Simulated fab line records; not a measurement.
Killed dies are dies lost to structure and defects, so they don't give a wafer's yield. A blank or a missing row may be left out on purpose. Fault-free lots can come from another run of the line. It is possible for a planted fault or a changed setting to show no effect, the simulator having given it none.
Matching of chambers || flow gf180mcu || GF_PASSIVATION_CVD_00 on pecvd-04: 3 sister chambers
The step deposits SiO2 from TEOS, target thk 1000 nm, time 111.95 s. 6 wafers are shown with their chamber, then 8 later ones without.

== WAFERS PAIRED WITH THEIR CHAMBERS ==
{"wafer": "L086.1", "chamber": 2, "heater power w (W)": 774}
{"wafer": "L086.2", "chamber": 0, "heater power w (W)": 699}
{"wafer": "L086.4", "chamber": 2, "heater power w (W)": 839}
{"wafer": "L089.2", "chamber": 0, "heater power w (W)": 629}
{"wafer": "L089.6", "chamber": 1, "heater power w (W)": 648}
{"wafer": "L091.1", "chamber": 1, "heater power w (W)": 650}

== WAFERS WITH NO CHAMBER GIVEN ==
{"wafer": "L091.2", "heater power w (W)": 583}
{"wafer": "L091.3", "heater power w (W)": 800}
{"wafer": "L091.4", "heater power w (W)": 516}
{"wafer": "L091.5", "heater power w (W)": 838}
{"wafer": "L091.6", "heater power w (W)": 637}
{"wafer": "L097.1", "heater power w (W)": 670}
{"wafer": "L097.2", "heater power w (W)": 820}
{"wafer": "L097.4", "heater power w (W)": 524}

== CHAMBER TAKEN BY EACH ==
{"wafer": "L091.2", "from the rows above": "can't be placed: 1 or 0", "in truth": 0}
{"wafer": "L091.3", "from the rows above": 2, "in truth": 2}
{"wafer": "L091.4", "from the rows above": "can't be placed: 1 or 0", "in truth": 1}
{"wafer": "L091.5", "from the rows above": 2, "in truth": 2}
{"wafer": "L091.6", "from the rows above": "can't be placed: 1 or 0", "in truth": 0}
{"wafer": "L097.1", "from the rows above": "can't be placed: 0 or 1", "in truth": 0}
{"wafer": "L097.2", "from the rows above": 2, "in truth": 2}
{"wafer": "L097.4", "from the rows above": "can't be placed: 1 or 0", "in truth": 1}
Correct placement for 3 of the 8. Can't be placed from these rows: 5 (the true chamber is among the candidates in 5). Placed wrongly: 0.
How it was worked out, from the rows above alone: a wafer's distance from a chamber is the root of the sum, over the readings, of the square of ((its reading less the chamber's mean) divided by the reading's scatter). If the next closest chamber is less than 2 further off than the closest, the wafer can't be placed; otherwise it belongs to the closest. A chamber's mean is the mean of its shown wafers. The scatter: take each reading less its chamber's mean, square it, sum over the shown wafers, divide by the number of wafers less the number of chambers, and take the root.
